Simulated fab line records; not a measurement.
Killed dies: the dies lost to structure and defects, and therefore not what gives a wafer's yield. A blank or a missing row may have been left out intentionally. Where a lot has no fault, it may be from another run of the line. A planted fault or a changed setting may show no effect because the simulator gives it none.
Chamber matching ; flow sky130 ; cmp-01 running SKY_FIELD_ISO_CMP_27: 4 sister chambers
The step polishes, stops on Si3N4, t overpolish 16 s, target thk 457.8 nm. 8 wafers are shown with their chamber, then 7 later ones without.

## WAFERS WITH THEIR CHAMBER
wafer;chamber;motor current A (A);time to endpoint s (s)
L435.2;0;15.1;107
L438.1;3;12.3;110
L438.3;2;12.9;113
L438.4;1;13.3;110
L441.1;2;13.0;117
L441.2;1;14.0;114
L441.6;0;15.1;113
L442.2;3;12.1;113

## WAFERS WITH NO CHAMBER GIVEN
wafer;motor current A (A);time to endpoint s (s)
L442.3;13.9;114
L447.1;14.0;113
L447.2;13.0;111
L447.3;12.4;122
L451.1;14.2;108
L451.4;11.6;112
L451.6;13.5;108

## THE CHAMBER EACH PASSED THROUGH
wafer;from the rows above;in truth
L442.3;1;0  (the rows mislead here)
L447.1;1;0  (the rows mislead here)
L447.2;can't be placed: 2 or 1 or 3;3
L447.3;can't be placed: 2 or 3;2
L451.1;can't be placed: 1 or 0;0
L451.4;3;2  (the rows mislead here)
L451.6;can't be placed: 1 or 2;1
Correct placement for 0 of the 7. Not placeable from these rows: 4 (in 4, the candidates include the true chamber). Placed wrongly: 3.
How it was worked out, from the rows above alone: a wafer's distance from a chamber is the root of the sum, over the readings, of the square of ((its reading less the chamber's mean) divided by the reading's scatter). The wafer belongs to the nearest chamber; if the next one is less than 2 further off, it can't be placed. Each chamber's mean is taken over the wafers shown for it. The scatter: the root of (the sum of the squares of (reading less its chamber's mean) over the shown wafers, divided by (wafers less chambers)).
